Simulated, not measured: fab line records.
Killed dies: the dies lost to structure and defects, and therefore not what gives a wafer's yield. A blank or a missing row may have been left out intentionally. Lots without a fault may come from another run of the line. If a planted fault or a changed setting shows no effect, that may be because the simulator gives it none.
One fault seen from 2 desks | flow gf180mcu | only its own numbers are on each desk; what lay behind them is given at the end

AT THE METROLOGY DESK
What the gauges read, lot by lot, whatever tool the lot ran on: means of the sampled wafers that have a number. A lot is out of limits, marked OUT, if its mean lies more than 4 standard deviations from the usual mean; the brackets give that distance.
Columns: A = cd nm at GF_HV_LDD_CD_MEAS_31, usual 399.5 nm; B = HV_LDD_4_TW at GF_HV_LDD_TW_MEAS_50, usual 573.3
lot  | first seen here | A     | B
L692 | day 11 23:05    | 394.7 | 576.5
L695 | day 12 16:59    | 400.7 | 569.6
L696 | day 13 06:31    | 394.7 | 570.8
L697 | day 13 08:18    | 398.2 | 571.2
L699 | day 13 21:39    | 402.6 | 572.5
L700 | day 14 09:16    | 399.6 | 574.2
L701 | day 14 15:14    | 398.3 | 574.2
L707 | day 16 13:49    | 399.3 | 550.8 (-8.3) OUT
L708 | day 17 01:08    | 398.3 | 564.1
L709 | day 17 06:54    | 398.5 | 551.2 (-8.2) OUT
L713 | day 18 19:30    | 395.5 | 573.6
L714 | day 19 02:23    | 401.1 | 575.5
This desk finds L707, L709 out of limits, with the earliest case on L707 at day 17 13:13 (HV_LDD_4_TW at GF_HV_LDD_TW_MEAS_50). L692, L695, L696, L697, L699, L700, L701, L708, L713, L714: within limits.

AT THE TOOL OWNER'S DESK: implanter-01
GF_HV_LDD_IMPLANT_48, tool's own readings: per-lot mean of the sampled wafers with a number, covering each lot this tool ran. A lot is out of limits, marked OUT, if its mean lies more than 4 standard deviations from the usual mean; the brackets give that distance.
Columns: A = beam on s at GF_HV_LDD_IMPLANT_48, usual 10.00 s; B = end station pressure torr at GF_HV_LDD_IMPLANT_48, usual 5.13e-06 Torr; C = faraday current uA at GF_HV_LDD_IMPLANT_48, usual 169; D = tilt deg at GF_HV_LDD_IMPLANT_48, usual 7.003 degrees
lot  | first seen here | A               | B        | C              | D
L695 | day 13 13:36    | 10.06           | 5.07e-06 | 168            | 7.002
L697 | day 14 05:03    | 10.06           | 5.09e-06 | 168            | 7.016
L701 | day 15 13:15    | 10.08           | 5.07e-06 | 167            | 6.981
L707 | day 17 12:59    | 8.77 (-6.2) OUT | 4.94e-06 | 196 (+8.1) OUT | 7.019
L708 | day 18 01:14    | 9.15 (-4.2) OUT | 5.05e-06 | 188 (+5.5) OUT | 7.000
L709 | day 18 07:10    | 8.93 (-5.4) OUT | 5.09e-06 | 194 (+7.2) OUT | 7.008
This desk's finding: out of limits on L707, L708, L709; first on L707, day 17 12:59 (beam on s at GF_HV_LDD_IMPLANT_48). L695, L697, L701: within limits.

TAKEN TOGETHER
On L707, L708, L709, at day 17 12:59, an alarm was possible from the tool owner's desk.
Metrology desk: alarm possible at day 17 13:13 on L707, L709.
The metrology desk holds a record of L708, inside its limits.
Of the lots named, all ran GF_HV_LDD_IMPLANT_48 on implanter-01.

WHAT THE SIMULATOR HAD PUT IN
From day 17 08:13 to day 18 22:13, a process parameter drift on implanter-01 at GF_HV_LDD_IMPLANT_48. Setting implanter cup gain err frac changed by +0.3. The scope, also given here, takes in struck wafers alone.
Shown lots that were struck: L707, L708, L709.
Delay (hours) between the fault's onset and each desk's first out-of-limits reading: 5 at the tool owner's desk, 5 at the metrology desk.
